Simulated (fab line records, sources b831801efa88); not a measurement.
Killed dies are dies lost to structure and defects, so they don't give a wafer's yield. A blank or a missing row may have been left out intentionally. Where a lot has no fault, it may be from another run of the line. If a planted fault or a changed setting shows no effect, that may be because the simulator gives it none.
2 desks looking at one fault :: flow sky130 :: each desk has only its own numbers; what lay behind them comes last

AT THE TOOL OWNER'S DESK: litho-track-01
The tool's own readings at SKY_CAP2M_DEVELOP_11 (develop time 60 s): means of the sampled wafers that have a number, for each lot that ran on this tool. If a lot's mean is further than 4 standard deviations from the usual mean, the lot is out of limits and carries the mark OUT (the distance appears in the brackets).
Columns: A = chill-plate-temp-C at SKY_CAP2M_DEVELOP_11, usual 22.99 C; B = exhaust-pa at SKY_CAP2M_DEVELOP_11, usual 45.0 Pa
lot: L998
first seen here: day 41 17:16
A: 23.01
B: 45.9

lot: L108
first seen here: day 44 12:55
A: 22.74
B: 45.2

lot: L112
first seen here: day 45 17:37
A: 22.98
B: 45.3

lot: L113
first seen here: day 46 01:06
A: 23.01
B: 45.8

lot: L114
first seen here: day 46 01:22
A: 23.04
B: 45.2
This desk found nothing out of limits on any of the 5 lots.

FROM THE METROLOGY DESK
What the gauges read for every lot (on any tool): the sampled wafers with a number, averaged. If a lot's mean is further than 4 standard deviations from the usual mean, the lot is out of limits and carries the mark OUT (the distance appears in the brackets).
Columns: A = CAPM_TIN_THK at SKY_CAPM_THK_MEAS_04, usual 203.3 nm; B = VIA3_OVL at SKY_VIA3_OVL_MEAS_13, usual -4 nm
lot: L996
first seen here: day 36 17:43
A: 209.6
B: -4

lot: L998
first seen here: day 37 12:05
A: 205.8
B: 1

lot: L999
first seen here: day 37 14:58
A: 204.1
B: -4

lot: L101
first seen here: day 38 15:30
A: 205.5
B: -2

lot: L102
first seen here: day 38 19:59
A: 202.3
B: -5

lot: L108
first seen here: day 40 11:21
A: 202.5
B: -2

lot: L109
first seen here: day 41 06:08
A: 199.1
B: -4

lot: L110
first seen here: day 41 09:25
A: 198.8
B: -4

lot: L112
first seen here: day 41 20:09
A: 201.2
B: -3

lot: L113
first seen here: day 42 04:58
A: 207.1
B: -4

lot: L114
first seen here: day 42 06:14
A: 203.5
B: -4

lot: L115
first seen here: day 42 13:38
A: 201.4
B: -3

lot: L116
first seen here: day 42 17:55
A: 203.8
B: -7

lot: L117
first seen here: day 43 04:43
A: 202.7
B: -10
This desk found nothing out of limits on any of the 14 lots.

BROUGHT TOGETHER
Nothing out of limits was seen by the tool owner's desk.
From the metrology desk's view, nothing was out of limits.

WHAT WAS PUT IN BY THE SIMULATOR
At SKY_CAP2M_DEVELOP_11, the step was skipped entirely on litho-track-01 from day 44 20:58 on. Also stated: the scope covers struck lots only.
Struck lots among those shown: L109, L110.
